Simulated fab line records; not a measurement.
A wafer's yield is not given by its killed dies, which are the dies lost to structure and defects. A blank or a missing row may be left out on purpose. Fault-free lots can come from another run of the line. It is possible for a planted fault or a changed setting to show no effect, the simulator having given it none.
A struck lot beside a sound one :: flow sky130 :: 15 steps out of a route of 708
Sound: these wafers, L988.1, L988.2, L988.6. Struck: wafer L103.5 (left out: L103.3, L103.6 of the same lot, which were not struck); the cause appears at the end.
For every step that has rows: the tool of each side, followed by ch and its chambers, followed by its first start. Under that, the readings that differ: sound wafers :: struck wafers :: difference of the means :: sigmas: that difference in standard deviations of wafers without a fault.
alike: words and numbers the same on both sides, and readings whose means are apart by under 2 such deviations; not compared: readings that were withheld, readings missing a value for some wafer, numbers with overlapping values and no deviation given by the record, and bounds like >300 which may hide the same value.
Wherever a step has rows on one side only, a row that says differs or no value, or a row with sigmas, the two part there. When numbers do not overlap yet have no deviation, they are printed without sigmas and do not part them. Lack of a reading on every wafer of one side parts them only where that side has two or more wafers.

first, 2 steps without rows for these wafers: SKY_VIA4_PEB_09; SKY_VIA4_DEVELOP_10 (develop time 60 s).
SKY_VIA4_OVL_MEAS_11:
  sound on overlay-01, day 42 09:26; struck on overlay-01, day 46 19:48
reading: VIA4_OVL (nm)
sound: -1.3 -1.9 0.2
struck: 3.0
difference: +4.0
sigmas: +3
SKY_VIA4_ETCH_12: etches SiO2 in C4F8/O2/Ar, stops on TiN, target depth 580 nm.
  sound on rie_diel-01 ch 0,1,3, day 42 09:28; struck on rie_diel-02 ch 1, day 46 19:49
  alike: oes_product_au
SKY_VIA4_STRIP_13: strips in O2/N2.
  sound on plasma_asher-04 ch 0,1, day 42 09:32; struck on plasma_asher-01 ch 1, day 46 19:56
  alike: drypump_motor_current_A, oes_product_au, strip_time_to_endpoint_s
  not compared: rf_hours_counter_h
then, 3 steps without rows for these wafers: SKY_VIA4_STRIP_14 (strips in post etch residue remover, time 1200 s); SKY_VIA4_CLEAN_15 (cleans in IPA, time 180 s); SKY_VIA4_CLEAN_16 (cleans in O3/DIW).
SKY_VIA4_SPUTTER_17: material TiN, target thk 20 nm, time 80 s.
  sound on pvd_sputter-02, day 42 10:11; struck on pvd_sputter-04, day 46 20:31
reading: throttle_valve_pct (%)
sound: 30.7 31.1 29.5
struck: 28.0
difference: -2.4
sigmas: -2
SKY_VIA4_CVD_18: deposits W, target thk 505 nm, time 152.14 s.
  sound on cvd_w-01 ch 0,1, day 42 10:14; struck on cvd_w-02 ch 0, day 46 20:38
reading: heater_power_w (W)
sound: 821 743 807
struck: 911
difference: +121
sigmas: +3
  alike: susceptor_temp_C
SKY_VIA4_RS_MEAS_19: uses a four-point probe to measure.
  sound on film_metro-04, day 42 10:23; struck on film_metro-01, day 46 20:47
  alike: VIA4_W_RS
SKY_VIA4_THK_MEAS_20: measures by xrf.
  sound on film_metro-04, day 42 10:31; struck on film_metro-01, day 46 20:53
  alike: VIA4_W_THK
SKY_VIA4_CMP_21: polishes, stops on SiO2, t overpolish 25 s, target thk 0 nm.
  sound on cmp-01 ch 0,1,3, day 42 10:56; struck on cmp-01 ch 1, day 46 21:04
reading: overpolish_run_s (s)
sound: 25.018 25.008 25.017
struck: 28.553
difference: +3.539
sigmas: +99 or more

reading: t_overpolish_s (s)
sound: 25 25 25
struck: 28.556
difference: +3.556
sigmas: 

reading: time_to_endpoint_s (s)
sound: 125 122 119
struck: 114
difference: -8
sigmas: -2
  alike: edge_zone_pressure_frac, head_pressure_psi, motor_current_A
SKY_METAL5_SPUTTER_00: material Ti, target thk 15 nm, time 10 s.
  sound on pvd_sputter-03, day 42 11:08; struck on pvd_sputter-03, day 46 21:13
  alike: throttle_valve_pct
-- the record jumps here: 2 days lie between the struck wafers' starts before and after (it left off in module METAL5 and takes up again in module PAD_OPEN, whose first step shown is number 708 of the route) --
SKY_PAD_OPEN_PROBE_99:
  record: rows for the struck wafers here (prober-01, day 49 06:54), none for the sound ones

## WHERE THEY PART
Last at SKY_PAD_OPEN_PROBE_99 as far as this record goes, first at SKY_VIA4_OVL_MEAS_11.

WHY: what had been put in by the simulator
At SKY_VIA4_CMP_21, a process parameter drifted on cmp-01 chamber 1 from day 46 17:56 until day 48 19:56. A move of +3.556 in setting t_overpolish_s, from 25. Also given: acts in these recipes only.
